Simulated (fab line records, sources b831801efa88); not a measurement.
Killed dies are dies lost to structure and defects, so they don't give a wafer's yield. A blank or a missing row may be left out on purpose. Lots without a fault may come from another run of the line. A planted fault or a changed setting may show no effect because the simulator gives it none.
Which tool did it? | flow sky130 | 24 lots, 72 wafers sampled, at 4 steps of a route of 708

WHAT THE GAUGES READ, wafer by wafer
SKY_FIELD_ISO_BOW_MEAS_00.
lot  | measured    | on            | INCOMING_BOW (um)
L074 | day 1 10:01 | film_metro-04 | 1 13 4
L075 | day 1 15:00 | film_metro-01 | -2 6 2
L076 | day 1 20:01 | film_metro-01 | 0 7 0
L077 | day 2 01:00 | film_metro-02 | 8 3 -4
L078 | day 2 06:00 | film_metro-04 | -4 -2 1
L079 | day 2 11:01 | film_metro-04 | 5 -4 -2
L080 | day 2 16:02 | film_metro-04 | 3 -1 -7
L081 | day 2 21:00 | film_metro-02 | 0 -6 -4
L082 | day 3 02:00 | film_metro-02 | 1 0 -6
L083 | day 3 07:00 | film_metro-01 | 7 8 -3
L084 | day 3 12:00 | film_metro-02 | -5 2 1
L085 | day 3 17:00 | film_metro-01 | 11 -12 -4
L086 | day 3 22:00 | film_metro-02 | -3 5 1
L087 | day 4 03:00 | film_metro-01 | -18 4 11
L088 | day 4 08:01 | film_metro-04 | 5 -7 10
L089 | day 4 13:01 | film_metro-01 | -4 3 -5
L090 | day 4 18:00 | film_metro-04 | -3 0 8
L091 | day 4 23:00 | film_metro-02 | 9 -4 -6
L092 | day 5 04:00 | film_metro-04 | -3 7 5
L093 | day 5 09:00 | film_metro-02 | 2 -13 0
L094 | day 5 14:02 | film_metro-02 | -3 -7 -5
L095 | day 5 19:04 | film_metro-01 | -1 -1 5
L096 | day 6 00:00 | film_metro-04 | 10 -10 4
L097 | day 6 05:02 | film_metro-02 | -1 -8 4

SKY_POLY_CUT_CD_MEAS_08: target cd 270 nm.
lot  | measured     | on        | cd_nm (nm)
L074 | day 24 09:41 | cd_sem-01 | 269.6 270.3 268.5
L075 | day 24 21:28 | cd_sem-02 | 270.4 269.2 269.2
L076 | day 25 00:41 | cd_sem-02 | 271.6 271.5 271.9
L077 | day 25 14:10 | cd_sem-02 | 270.6 271.0 270.9
L078 | day 25 15:31 | cd_sem-02 | 270.8 273.9 271.0
L079 | day 25 23:56 | cd_sem-01 | 270.6 271.4 270.8
L080 | day 26 09:34 | cd_sem-02 | 270.3 270.3 270.7
L081 | day 26 15:37 | cd_sem-01 | 270.2 271.6 270.4
L082 | day 26 22:04 | cd_sem-01 | 270.2 269.5 269.7
L083 | day 27 10:10 | cd_sem-01 | 270.2 271.0 270.4
L084 | day 27 21:23 | cd_sem-02 | 271.1 270.9 272.4
L085 | day 28 01:58 | cd_sem-02 | 271.8 269.1 270.1
L086 | day 28 17:32 | cd_sem-01 | 268.7 268.6 267.7
L087 | day 29 02:16 | cd_sem-01 | 269.7 269.7 271.2
L088 | day 29 05:08 | cd_sem-01 | 269.2 267.7 267.1
L089 | day 29 22:53 | cd_sem-01 | 270.4 269.9 270.0
L090 | day 29 22:41 | cd_sem-02 | 270.9 270.4 270.1
L091 | day 29 21:44 | cd_sem-01 | 270.3 270.2 268.2
L092 | day 31 04:43 | cd_sem-02 | 268.9 267.5 269.0
L093 | day 31 06:01 | cd_sem-01 | 272.0 271.5 270.9
L094 | day 31 07:00 | cd_sem-02 | 268.8 268.5 268.2
L095 | day 31 08:35 | cd_sem-01 | 270.1 268.0 270.0
L096 | day 31 11:28 | cd_sem-01 | 270.7 270.7 270.1
L097 | day 31 17:43 | cd_sem-02 | 269.8 271.6 269.0

WHICH TOOL RAN EACH LOT (tool, then ch and the chambers of the sampled wafers, then the start)
lot  | SKY_FIELD_ISO_ETCH_15             | SKY_PWDE_STRIP_09
L074 | rie_diel-04 ch 1,2,3, day 2 04:23 | plasma_asher-03 ch 0,1, day 3 19:43
L075 | rie_diel-02 ch 0,2,3, day 2 10:50 | plasma_asher-03 ch 0, day 4 00:58
L076 | rie_diel-02 ch 0,2,3, day 2 16:05 | plasma_asher-04 ch 0,1, day 4 07:52
L077 | rie_diel-02 ch 2,3, day 2 21:05   | plasma_asher-04 ch 0,1, day 4 13:40
L078 | rie_diel-01 ch 0,2,3, day 3 01:26 | plasma_asher-02 ch 0, day 4 17:55
L079 | rie_diel-04 ch 1,2, day 3 07:14   | plasma_asher-04 ch 0,1, day 4 23:22
L080 | rie_diel-04 ch 2,3, day 3 11:08   | plasma_asher-03 ch 0,1, day 5 04:20
L081 | rie_diel-02 ch 0,1,2, day 3 17:02 | plasma_asher-02 ch 0,1, day 5 11:52
L082 | rie_diel-01 ch 0,2,3, day 3 22:59 | plasma_asher-02 ch 0,1, day 5 17:16
L083 | rie_diel-01 ch 2,3, day 4 03:11   | plasma_asher-02 ch 0,1, day 5 21:43
L084 | rie_diel-01 ch 0,1,3, day 4 09:44 | plasma_asher-03 ch 1, day 6 04:01
L085 | rie_diel-04 ch 0,1, day 4 15:23   | plasma_asher-03 ch 0,1, day 6 09:49
L086 | rie_diel-02 ch 0,1,3, day 4 19:44 | plasma_asher-04 ch 0,1, day 6 13:52
L087 | rie_diel-04 ch 0,2,3, day 5 01:26 | plasma_asher-02 ch 0,1, day 6 21:28
L088 | rie_diel-01 ch 0,3, day 5 05:41   | plasma_asher-03 ch 0,1, day 7 06:01
L089 | rie_diel-02 ch 0,1,2, day 5 11:14 | plasma_asher-04 ch 0,1, day 7 11:01
L090 | rie_diel-02 ch 0,2,3, day 5 16:29 | plasma_asher-04 ch 0,1, day 7 13:55
L091 | rie_diel-04 ch 1,2, day 5 20:17   | plasma_asher-04 ch 0,1, day 7 19:19
L092 | rie_diel-02 ch 2,3, day 6 02:17   | plasma_asher-04 ch 0,1, day 7 22:55
L093 | rie_diel-04 ch 0,1,3, day 6 08:53 | plasma_asher-02 ch 0,1, day 8 07:19
L094 | rie_diel-04 ch 0,2, day 6 13:47   | plasma_asher-04 ch 0,1, day 8 12:05
L095 | rie_diel-02 ch 0,1,3, day 6 17:49 | plasma_asher-03 ch 0,1, day 8 17:29
L096 | rie_diel-01 ch 0,1,2, day 6 23:32 | plasma_asher-03 ch 0,1, day 9 00:40
L097 | rie_diel-02 ch 1,2, day 7 04:41   | plasma_asher-04 ch 0,1, day 9 07:03
- SKY_FIELD_ISO_ETCH_15: etches the open film in CHF3/O2, stops on Si, target depth 180 nm, time 72 s.
- SKY_PWDE_STRIP_09: strips in O2/N2.

WHAT THE TOOLS THEMSELVES READ (means of the sampled wafers that have a number; where no wafer has one, the mark that the record gives instead)
SKY_FIELD_ISO_ETCH_15.
lot  | tool        | drypump_motor_current_A (A) | oes_product_au (a.u.) | rf_fwd_power_W (W) | throttle_valve_pct (%)
L074 | rie_diel-04 | 6.3                         | 0.939                 | 593.9              | 8.843
L075 | rie_diel-02 | 5.1                         | 0.936                 | 595.6              | 8.842
L076 | rie_diel-02 | 5.1                         | 0.950                 | 594.4              | 8.854
L077 | rie_diel-02 | 5.1                         | 0.942                 | 596.3              | 8.843
L078 | rie_diel-01 | 5.6                         | 0.941                 | 594.5              | 8.845
L079 | rie_diel-04 | 6.1                         | 0.944                 | 595.8              | 8.843
L080 | rie_diel-04 | 6.3                         | 0.945                 | 596.7              | 8.837
L081 | rie_diel-02 | 5.3                         | 0.948                 | 594.9              | 8.844
L082 | rie_diel-01 | 5.6                         | 0.940                 | 593.9              | 8.834
L083 | rie_diel-01 | 5.6                         | 0.937                 | 593.9              | 8.842
L084 | rie_diel-01 | 5.7                         | 0.945                 | 594.6              | 8.846
L085 | rie_diel-04 | 5.9                         | 0.938                 | 598.2              | 8.839
L086 | rie_diel-02 | 4.9                         | 0.939                 | 596.0              | 8.843
L087 | rie_diel-04 | 6.2                         | 0.952                 | 596.5              | 8.837
L088 | rie_diel-01 | 5.8                         | 0.949                 | 594.3              | 8.848
L089 | rie_diel-02 | 5.3                         | 0.941                 | 597.6              | 8.846
L090 | rie_diel-02 | 5.1                         | 0.937                 | 595.6              | 8.840
L091 | rie_diel-04 | 6.1                         | 0.937                 | 595.4              | 8.849
L092 | rie_diel-02 | 5.1                         | 0.929                 | 595.9              | 8.842
L093 | rie_diel-04 | 6.2                         | 0.946                 | 596.2              | 8.851
L094 | rie_diel-04 | 5.9                         | 0.951                 | 595.6              | 8.842
L095 | rie_diel-02 | 4.9                         | 0.945                 | 595.7              | 8.847
L096 | rie_diel-01 | 5.5                         | 0.941                 | 594.3              | 8.850
L097 | rie_diel-02 | 5.7                         | 0.937                 | 593.3              | 8.839

SKY_PWDE_STRIP_09.
lot  | tool            | drypump_motor_current_A (A) | n2_flow_sccm (sccm) | oes_product_au (a.u.) | strip_time_to_endpoint_s (s)
L074 | plasma_asher-03 | 5.6                         | 299.5               | 0.723                 | 37.02
L075 | plasma_asher-03 | 5.8                         | 299.6               | 0.723                 | 37.07
L076 | plasma_asher-04 | 6.0                         | 299.2               | 0.721                 | 36.74
L077 | plasma_asher-04 | 6.3                         | 300.7               | 0.719                 | 36.96
L078 | plasma_asher-02 | 6.8                         | 299.2               | 0.722                 | 36.89
L079 | plasma_asher-04 | 6.3                         | 300.4               | 0.722                 | 37.01
L080 | plasma_asher-03 | 5.6                         | 300.1               | 0.725                 | 37.08
L081 | plasma_asher-02 | 6.4                         | 298.9               | 0.723                 | 37.01
L082 | plasma_asher-02 | 5.9                         | 300.5               | 0.718                 | 36.95
L083 | plasma_asher-02 | 5.9                         | 299.7               | 0.725                 | 36.95
L084 | plasma_asher-03 | 5.5                         | 301.0               | 0.719                 | 37.02
L085 | plasma_asher-03 | 5.7                         | 301.2               | 0.722                 | 36.99
L086 | plasma_asher-04 | 6.3                         | 300.5               | 0.720                 | 36.98
L087 | plasma_asher-02 | 5.9                         | 299.7               | 0.720                 | 36.94
L088 | plasma_asher-03 | 5.7                         | 300.6               | 0.719                 | 36.82
L089 | plasma_asher-04 | 6.0                         | 299.8               | 0.718                 | 37.02
L090 | plasma_asher-04 | 6.1                         | 300.9               | 0.723                 | 36.88
L091 | plasma_asher-04 | 6.0                         | 300.0               | 0.719                 | 36.83
L092 | plasma_asher-04 | 6.1                         | 299.2               | 0.722                 | 36.88
L093 | plasma_asher-02 | 6.3                         | 300.6               | 0.723                 | 36.91
L094 | plasma_asher-04 | 6.0                         | 299.5               | 0.720                 | 37.05
L095 | plasma_asher-03 | 5.6                         | 300.8               | 0.723                 | 36.96
L096 | plasma_asher-03 | 5.7                         | 299.5               | 0.722                 | 36.85
L097 | plasma_asher-04 | 6.0                         | 299.7               | 0.721                 | 36.94

THE ANSWER, worked out from the rows above alone
Rule: what is usual is taken from the lots themselves. Put in order of their means at a reading, lots are off if they are a third of the lots or fewer, leave a main group of 4 or more, and stand apart from it by a gap of 3 or more times the standard deviation of the main group's means; of several such gaps the widest counts. A main group whose means are all the same, to the digits that the tables above print for the reading, isn't used. A lot without any number at a reading at which 4 lots or more have one is off too. The other lots that the step has rows for count as sound. The gauges are gone through in route order, then the tools' own readings, and for those a lot's mean is taken as printed above. The first step at which some lot is off is used, and at that step the reading that is off furthest; a lot without a number counts as furthest.
No lot is off at any reading shown: from this, nothing can be told.

WHAT THE SIMULATOR HAD PUT IN
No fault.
